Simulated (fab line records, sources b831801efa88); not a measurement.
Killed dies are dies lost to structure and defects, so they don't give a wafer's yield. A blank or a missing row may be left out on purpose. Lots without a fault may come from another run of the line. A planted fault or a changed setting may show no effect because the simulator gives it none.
A struck lot beside a sound one | flow sky130 | 22 steps out of a route of 708
Sound: wafers L592.3, L592.5, L592.6. Struck: wafers L602.1, L602.4, L602.6. The cause comes at the end.
At each step with rows: each side's tool, then ch and its chambers, then its first start. Under that, the readings that differ: sound wafers | struck wafers | difference of the means | sigmas: that difference in standard deviations of wafers without a fault.
alike: readings whose means differ by less than 2 such deviations, and words and numbers that are the same on both sides. not compared: withheld readings, readings that some wafer has no value for, bounds like >300 that may hide the same value, and numbers for which the record gives no deviation and whose values overlap.
The two part at a step that has a row with sigmas, a row that says differs or no value, or rows on one side only. Numbers that don't overlap but have no deviation are shown without sigmas and don't part them. A reading that every wafer of one side lacks parts them only if that side has two wafers or more.

first, 6 steps without rows for these wafers: SKY_VT_ADJUST_LVTN_HMDS_01 (prime time 60 s); SKY_VT_ADJUST_LVTN_COAT_02 (resist thk 3000 nm); SKY_VT_ADJUST_LVTN_SOFTBAKE_03; SKY_VT_ADJUST_LVTN_EXPOSE_04 (exposes mask NWM COMPLEMENT LESS NATIVE, target cd 840 nm); SKY_VT_ADJUST_LVTN_PEB_05; SKY_VT_ADJUST_LVTN_DEVELOP_06 (develop time 60 s).
SKY_VT_ADJUST_LVTN_OVL_MEAS_07:
  sound on overlay-02, day 8 22:46; struck on overlay-01, day 11 12:19
  alike: VT_ADJUST_LVTN_OVL
then, 1 step without rows for these wafers: SKY_VT_ADJUST_LVTN_IMPLANT_08.
SKY_VT_ADJUST_LVTN_STRIP_09: strips in O2/N2.
  sound on plasma_asher-03 ch 0,1, day 8 22:59; struck on plasma_asher-02 ch 0, day 11 12:30
  alike: drypump_motor_current_A, oes_product_au, strip_time_to_endpoint_s
  not compared: rf_hours_counter_h
SKY_VT_ADJUST_LVTN_TW_MEAS_10:
  sound on film_metro-02, day 8 23:04; struck on film_metro-02, day 11 12:36
  alike: VT_ADJUST_LVTN_TW
then, 2 steps without rows for these wafers: SKY_VT_ADJUST_LVTN_DEHYDRATE_11 (time 60 s); SKY_VT_ADJUST_LVTN_HMDS_12 (prime time 61.03 s).
SKY_VT_ADJUST_LVTN_COAT_13: resist thk 1140 nm.
  sound on litho_track-04 ch 0, day 9 09:40; struck on litho_track-01 ch 0, day 11 23:59
  reading                                             | sound          | struck         | difference | sigmas
  model.NOVOLAK_of_VT_ADJUST_LVTN_COAT_13.thk_nm (nm) | 1142 1140 1144 | 1210 1212 1212 | +69        |
then, 3 steps without rows for these wafers: SKY_VT_ADJUST_LVTN_SOFTBAKE_14 (time 60 s); SKY_VT_ADJUST_LVTN_EXPOSE_15 (exposes mask HVN STD DERIVED, target cd 600 nm); SKY_VT_ADJUST_LVTN_PEB_16.
SKY_VT_ADJUST_LVTN_DEVELOP_17: develop time 60 s.
  sound on litho_track-04 ch 0, day 9 19:25; struck on litho_track-01 ch 0, day 12 12:20
  reading                                             | sound          | struck         | difference | sigmas
  model.NOVOLAK_of_VT_ADJUST_LVTN_COAT_13.thk_nm (nm) | 1142 1140 1143 | 1210 1212 1211 | +69        |
  alike: developer_temp_C
SKY_VT_ADJUST_LVTN_OVL_MEAS_18:
  sound on overlay-01, day 9 19:31; struck on overlay-02, day 12 12:29
  alike: VT_ADJUST_LVTN_01_OVL
then, 1 step without rows for these wafers: SKY_VT_ADJUST_LVTN_IMPLANT_19.
SKY_VT_ADJUST_LVTN_STRIP_20: strips in O2/N2.
  sound on plasma_asher-03 ch 0,1, day 9 19:44; struck on plasma_asher-04 ch 0,1, day 12 12:40
  reading                      | sound             | struck            | difference | sigmas
  strip_time_to_endpoint_s (s) | 14.20 14.17 14.22 | 14.97 14.98 14.99 | +0.78      | +15
  alike: drypump_motor_current_A, oes_product_au
  not compared: rf_hours_counter_h
SKY_VT_ADJUST_LVTN_TW_MEAS_21:
  sound on film_metro-03, day 9 19:49; struck on film_metro-02, day 12 12:46
  alike: VT_ADJUST_LVTN_2_TW
SKY_PAD_OPEN_PROBE_99:
  the record has rows for the sound wafers here (prober-02, day 47 20:17) and none for the struck ones

WHERE THEY PART
First at SKY_VT_ADJUST_LVTN_STRIP_20; last, within this record, at SKY_PAD_OPEN_PROBE_99.

WHY: what the simulator had put in
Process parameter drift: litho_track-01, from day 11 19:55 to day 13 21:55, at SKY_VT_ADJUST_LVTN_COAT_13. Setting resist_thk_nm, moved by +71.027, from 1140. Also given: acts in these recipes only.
